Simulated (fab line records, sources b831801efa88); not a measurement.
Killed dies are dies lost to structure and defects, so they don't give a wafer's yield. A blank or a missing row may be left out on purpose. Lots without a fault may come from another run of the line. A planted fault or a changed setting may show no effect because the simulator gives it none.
A struck lot beside a sound one | flow gf180mcu | 44 steps out of a route of 602
Sound: wafers L731.1, L731.3, L731.6. Struck: wafers L740.2, L740.5, L740.6. The cause comes at the end.
At each step with rows: each side's tool, then ch and its chambers, then its first start. Under that, the readings that differ: sound wafers | struck wafers | difference of the means | sigmas: that difference in standard deviations of wafers without a fault.
alike: readings whose means differ by less than 2 such deviations, and words and numbers that are the same on both sides. not compared: withheld readings, readings that some wafer has no value for, bounds like >300 that may hide the same value, and numbers for which the record gives no deviation and whose values overlap.
The two part at a step that has a row with sigmas, a row that says differs or no value, or rows on one side only. Numbers that don't overlap but have no deviation are shown without sigmas and don't part them. A reading that every wafer of one side lacks parts them only if that side has two wafers or more.

first, 2 steps without rows for these wafers: GF_V1_STRIP_19 (strips in post etch residue remover, time 1200 s); GF_V1_CLEAN_20 (cleans in DIW).
GF_V1_SPUTTER_21: material Ti, target thk 15 nm, time 80.02 s.
  sound on pvd_sputter-03, day 18 11:11; struck on pvd_sputter-02, day 21 22:38
  alike: chamber_pressure_pa, throttle_valve_pct
then, 2 steps without rows for these wafers: GF_V1_SPUTTER_22 (material TiN, target thk 10 nm, time 40 s); GF_V1_CVD_23 (deposits W, target thk 350 nm, time 105.05 s).
GF_V1_RS_MEAS_24: measures by four-point-probe.
  sound on film_metro-02, day 18 11:23; struck on film_metro-02, day 21 22:52
  alike: V1_W_RS
GF_V1_THK_MEAS_25: measures by xrf.
  sound on film_metro-02, day 18 11:31; struck on film_metro-02, day 21 22:59
  alike: V1_W_THK
GF_V1_CMP_26: polishes, stops on SiO2, t overpolish 15 s, target thk 0 nm.
  sound on cmp-01 ch 0,1, day 18 11:37; struck on cmp-02 ch 1,2,3, day 21 23:11
  alike: motor_current_A, overpolish_run_s, time_to_endpoint_s
then, 1 step without rows for these wafers: GF_M2_SPUTTER_00 (material Ti, target thk 37.5 nm, time 150 s).
GF_M2_SPUTTER_01: material TiN, target thk 30 nm, time 25 s.
  sound on pvd_sputter-04, day 18 11:58; struck on pvd_sputter-04, day 21 23:26
  alike: chamber_pressure_pa, throttle_valve_pct
then, 2 steps without rows for these wafers: GF_M2_SPUTTER_02 (material AlCu, target thk 450 nm, time 23.9 s); GF_M2_SPUTTER_03 (material Ti, target thk 10 nm, time 6.7 s).
GF_M2_SPUTTER_04: material TiN, target thk 50 nm, time 41.7 s.
  sound on pvd_sputter-04, day 18 12:03; struck on pvd_sputter-04, day 21 23:31
  reading                                | sound                | struck               | difference | sigmas
  chamber_pressure_pa (Pa)               | 0.4009 0.4003 0.3997 | 0.4781 0.4768 0.4785 | +0.0775    | +99 or more
  throttle_valve_pct (%)                 | 32.0 29.9 31.6       | 27.7 26.9 26.8       | -4.0       | -5
  model.TiN_of_M2_SPUTTER_04.thk_nm (nm) | 50.67 50.21 50.84    | 49.3 48.83 49.08     | -1.5       |
GF_M2_RS_MEAS_05: measures by four-point-probe.
  sound on film_metro-03, day 18 12:05; struck on film_metro-03, day 21 23:34
  alike: M2_ALCU_RS
GF_M2_THK_MEAS_06: measures by xrf.
  sound on film_metro-03, day 18 12:13; struck on film_metro-03, day 21 23:41
  alike: M2_ALCU_THK
then, 7 steps without rows for these wafers: GF_M2_DEHYDRATE_07 (time 60 s); GF_M2_HMDS_08 (prime time 60 s); GF_M2_COAT_09 (resist thk 1000 nm); GF_M2_SOFTBAKE_10 (time 60 s); GF_M2_EXPOSE_11 (exposes mask Metal2, target cd 280 nm); GF_M2_PEB_12 (peb time 90 s); GF_M2_DEVELOP_13 (develop time 60 s).
GF_M2_CD_MEAS_14: target cd 280 nm.
  sound on cd_sem-02, day 19 12:45; struck on cd_sem-01, day 22 22:38
  alike: cd_nm
GF_M2_OVL_MEAS_15:
  sound on overlay-02, day 19 12:52; struck on overlay-02, day 22 22:44
  alike: M2_OVL
GF_M2_METAL_ETCH_16: etches the open film in Cl2/BCl3, stops on SiO2, target depth 750.8 nm, time 125.1 s.
  sound on rie_metal-04 ch 0,1, day 19 12:54; struck on rie_metal-04 ch 0,1, day 22 22:46
  alike: drypump_motor_current_A, mfc_cl2_sccm, oes_product_au, throttle_valve_pct
  not compared: rf_hours_counter_h
then, 4 steps without rows for these wafers: GF_M2_STRIP_17 (strips in O2/N2); GF_M2_STRIP_18 (strips in post etch residue remover, time 1200 s); GF_M2_CLEAN_19 (cleans in DIW); GF_V2_CVD_00 (deposits SiO2, target thk 600 nm, time 100 s).
GF_V2_THK_MEAS_01:
  sound on film_metro-01, day 19 13:38; struck on film_metro-04, day 22 23:31
  alike: V2_CVD_00_THK
GF_V2_CVD_02: deposits SiO2 from TEOS, target thk 850 nm, time 94.851 s.
  sound on pecvd-04 ch 0,2, day 19 13:42; struck on pecvd-01 ch 0,1,2, day 22 23:34
  alike: heater_power_w
GF_V2_THK_MEAS_03:
  sound on film_metro-01, day 19 13:46; struck on film_metro-01, day 22 23:39
  alike: V2_CVD_02_THK
then, 1 step without rows for these wafers: GF_V2_CMP_04 (polishes SiO2).
GF_V2_BOW_MEAS_05:
  sound on film_metro-02, day 19 14:08; struck on film_metro-04, day 23 00:01
  alike: V2_BOW
then, 8 steps without rows for these wafers: GF_V2_DEHYDRATE_06 (time 60 s); GF_V2_HMDS_07 (prime time 60 s); GF_V2_COAT_08; GF_V2_COAT_09 (resist thk 1000 nm); GF_V2_SOFTBAKE_10 (time 60 s); GF_V2_EXPOSE_11 (exposes mask Via2, target cd 260 nm); GF_V2_PEB_12 (peb time 90 s); GF_V2_DEVELOP_13 (develop time 60 s).
GF_V2_STRIP_19: strips in post etch residue remover, time 1200 s.
  sound on wet_bench-03 ch 1, day 20 14:54; struck on wet_bench-02 ch 2, day 23 23:03
  reading                                | sound          | struck            | difference | sigmas
  model.TiN_of_M2_SPUTTER_04.thk_nm (nm) | 49.84 49.37 50 | 48.45 47.98 48.23 | -1.52      |
GF_PASSIVATION_PROBE_99:
  the record has rows for the sound wafers here (prober-02, day 29 06:15) and none for the struck ones

WHERE THEY PART
First at GF_M2_SPUTTER_04; last, within this record, at GF_PASSIVATION_PROBE_99.

WHY: what the simulator had put in
Process parameter drift: pvd_sputter-04, from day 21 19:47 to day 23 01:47, at GF_M2_SPUTTER_04. Setting chamber_pressure_pa, moved by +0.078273, from 0.4. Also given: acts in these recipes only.
